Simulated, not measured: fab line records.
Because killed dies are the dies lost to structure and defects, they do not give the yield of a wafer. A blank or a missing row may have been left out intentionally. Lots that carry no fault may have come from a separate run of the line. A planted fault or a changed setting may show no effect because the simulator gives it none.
2 desks, one fault + flow sky130 + what lay behind the numbers comes last; until then each desk has only its own

TOOL OWNER'S DESK, hdpcvd-02
The tool's own readings at SKY_VIA1_HDPCVD_00 (deposits SiO2, target thk 1030 nm, time 171.7 s): means of the sampled wafers that have a number, for each lot that ran on this tool. Any lot whose mean is over 4 standard deviations away from the usual mean is out of limits and marked OUT; that distance is given in the brackets.
Columns: A = pressure_mtorr at SKY_VIA1_HDPCVD_00, usual 5.998 mTorr; B = run_length_s at SKY_VIA1_HDPCVD_00, usual 199.3 s; C = sih4_flow_sccm at SKY_VIA1_HDPCVD_00, usual 57.25 sccm
| lot  | first seen here | A     | B     | C     |
|------|-----------------|-------|-------|-------|
| L696 | day 32 05:31    | 5.987 | 199.6 | 57.19 |
| L698 | day 33 07:02    | 5.999 | 200.0 | 57.27 |
| L700 | day 34 03:15    | 5.995 | 199.4 | 57.32 |
| L702 | day 34 15:29    | 6.002 | 199.5 | 57.30 |
| L714 | day 38 16:19    | 6.003 | 199.4 | 57.14 |
| L718 | day 40 01:19    | 6.011 | 199.5 | 57.29 |
| L719 | day 40 15:35    | 5.990 | 199.6 | 57.34 |
Finding of this desk: none of the 7 lots has anything out of limits.

AT THE METROLOGY DESK
What the gauges read for every lot (on any tool): the sampled wafers with a number, averaged. Any lot whose mean is over 4 standard deviations away from the usual mean is out of limits and marked OUT; that distance is given in the brackets.
Columns: A = METAL1_ALCU_RS at SKY_METAL1_RS_MEAS_05, usual 0.1267 ohm/sq; B = VIA1_OVL at SKY_VIA1_OVL_MEAS_13, usual 1 nm
| lot  | first seen here | A      | B  |
|------|-----------------|--------|----|
| L696 | day 31 01:23    | 0.1266 | 4  |
| L698 | day 32 02:56    | 0.1265 | 9  |
| L699 | day 32 06:19    | 0.1276 | -8 |
| L700 | day 32 23:51    | 0.1275 | -4 |
| L702 | day 33 11:41    | 0.1258 | -1 |
| L704 | day 34 03:19    | 0.1266 | 4  |
| L709 | day 36 16:00    | 0.1264 | -  |
| L710 | day 37 02:31    | 0.1272 | -  |
| L711 | day 37 08:34    | 0.1249 | -  |
| L714 | day 37 13:29    | 0.1260 | -0 |
| L715 | day 37 17:32    | 0.1259 | 4  |
| L716 | day 37 23:08    | 0.1274 | 3  |
| L717 | day 38 22:07    | 0.1255 | 8  |
| L718 | day 38 23:01    | 0.1257 | 4  |
| L719 | day 39 13:49    | 0.1274 | 0  |
Finding of this desk: none of the 15 lots has anything out of limits.

ALL TOGETHER
The desk of the tool owner found nothing out of limits.
Metrology desk: nothing out of limits seen.

WHAT WAS PUT IN BY THE SIMULATOR
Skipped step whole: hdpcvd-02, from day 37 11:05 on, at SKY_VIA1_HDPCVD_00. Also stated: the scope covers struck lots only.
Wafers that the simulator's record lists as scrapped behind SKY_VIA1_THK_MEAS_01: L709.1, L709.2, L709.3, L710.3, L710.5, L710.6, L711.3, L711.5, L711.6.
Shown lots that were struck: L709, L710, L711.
